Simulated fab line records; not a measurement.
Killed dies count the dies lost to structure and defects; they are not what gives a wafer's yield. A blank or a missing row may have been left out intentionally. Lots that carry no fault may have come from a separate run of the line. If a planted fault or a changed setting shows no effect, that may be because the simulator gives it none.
Chamber matching ; flow sky130 ; SKY_METAL3_ETCH_17 on rie diel-01: 4 sister chambers
The step etches SiO2 in C4F8/O2/Ar, stops on TiN, time 3.9 s, target depth 15 nm. 14 wafers are shown with their chamber, then 7 later ones without.

EACH WAFER AND ITS CHAMBER
wafer;chamber;oes product au (a.u.)
L074.2;0;0.742
L074.3;1;0.762
L074.4;3;0.751
L078.2;3;0.755
L078.3;0;0.773
L078.5;0;0.752
L079.1;0;0.742
L079.3;2;0.749
L079.6;3;0.751
L081.1;3;0.761
L081.3;1;0.753
L081.4;3;0.763
L084.2;0;0.752
L084.5;0;0.767

SIGNATURES, as means of the wafers listed above
reading;chamber 0;chamber 1;chamber 2;chamber 3;scatter within a chamber
oes product au;0.75467;0.75750;0.74900;0.75620;0.00994
Rule: for a wafer and a chamber, the distance is found by dividing, reading by reading, the gap between the wafer's reading and the chamber's mean by the reading's scatter, squaring, summing and taking the root. If the next closest chamber is less than 2 further off than the closest, the wafer can't be placed; otherwise it belongs to the closest. The scatter: the root of (the sum of the squares of (reading less its chamber's mean) over the shown wafers, divided by (wafers less chambers)).

WAFERS WITHOUT THEIR CHAMBER
wafer;oes product au (a.u.)
L084.6;0.751
L091.1;0.753
L091.2;0.755
L091.5;0.758
L097.1;0.744
L097.3;0.762
L097.6;0.771

WHICH CHAMBER EACH ONE RAN IN
wafer;from the rows above;in truth
L084.6;can't be placed: 2 or 0 or 3 or 1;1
L091.1;can't be placed: 0 or 3 or 2 or 1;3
L091.2;can't be placed: 0 or 3 or 1 or 2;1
L091.5;can't be placed: 1 or 3 or 0 or 2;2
L097.1;can't be placed: 2 or 0 or 3 or 1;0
L097.3;can't be placed: 1 or 3 or 0 or 2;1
L097.6;can't be placed: 1 or 3 or 0 or 2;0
0 of 7 placed correctly. These rows do not allow placing 7 (true chamber among the candidates in 7). Wrongly placed: 0.
